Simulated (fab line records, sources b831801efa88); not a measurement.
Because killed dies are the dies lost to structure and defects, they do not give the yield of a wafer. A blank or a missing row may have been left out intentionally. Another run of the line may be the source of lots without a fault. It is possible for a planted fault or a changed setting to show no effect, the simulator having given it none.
2 desks looking at one fault -- flow gf180mcu -- numbers are kept per desk, each desk with only its own; the story behind them comes last

== AT THE TOOL OWNER'S DESK: wet-bench-01 ==
The tool's own readings at GF_STI_WET_ETCH_17 (etches Si3N4 in H3PO4, target depth 45 nm, time 514 s): means of the sampled wafers that have a number, for each lot that ran on this tool. A lot is out of limits, marked OUT, if its mean lies more than 4 standard deviations from the usual mean; the brackets give that distance.
Columns: A = run-length-s at GF_STI_WET_ETCH_17, usual 541 s
lot,first seen here,A
L611,day 2 22:53,540
L614,day 3 13:26,541
L624,day 5 17:02,563 (+6.3) OUT
L627,day 6 09:10,564 (+6.6) OUT
This desk's finding: out of limits on L624, L627; first on L624, day 5 17:02 (run-length-s at GF_STI_WET_ETCH_17). L611, L614: within limits.

== METROLOGY DESK ==
What the gauges read, lot by lot, whatever tool the lot ran on: means of the sampled wafers that have a number. A lot is out of limits, marked OUT, if its mean lies more than 4 standard deviations from the usual mean; the brackets give that distance.
Columns: A = MVPSD_OVL at GF_MVPSD_OVL_MEAS_07, usual -0.3 nm; B = DUAL_GATE_OVL at GF_DUAL_GATE_OVL_MEAS_11, usual -0.5 nm; C = PSD_OVL at GF_PSD_OVL_MEAS_08, usual 0.3 nm
lot,first seen here,A,B,C
L607,day 5 02:55,2.1,1.2,-0.4
L608,day 5 08:31,-0.6,-1.4,-0.7
L611,day 6 00:49,0.2,-1.4,-2.0
L612,day 6 06:39,2.1,0.3,-2.0
L613,day 6 11:31,-1.7,-0.5,-1.2
L614,day 6 16:38,-1.5,0.2,2.3
L615,day 6 21:25,1.0,-0.4,-0.4
L616,day 7 03:57,-1.0,-0.1,-0.3
L617,day 7 11:02,-0.6,-1.1,-0.2
L618,day 7 17:48,-1.0,1.0,-0.6
L619,day 7 21:19,0.6,0.6,-0.1
L624,day 9 15:15,-0.1,-1.8,0.1
L627,day 10 05:22,-0.7,-0.3,2.3
L630,day 10 20:12,-0.3,-1.6,1.0
This desk's finding: nothing out of limits on any of the 14 lots.

== TAKEN TOGETHER ==
The tool owner's desk could have raised an alarm at day 5 17:02, on L624, L627.
Metrology desk: nothing out of limits seen.
The metrology desk has L624, L627 on record, within its limits.
Of the lots named, all ran GF_STI_WET_ETCH_17 on wet-bench-01.

== WHAT HAD BEEN PUT IN BY THE SIMULATOR ==
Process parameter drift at GF_STI_WET_ETCH_17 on wet-bench-01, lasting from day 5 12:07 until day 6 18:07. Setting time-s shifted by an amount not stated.
Struck lots among those shown: L624, L627.
Delay in hours, fault start to first out-of-limits reading, by desk: the tool owner's desk at 5.
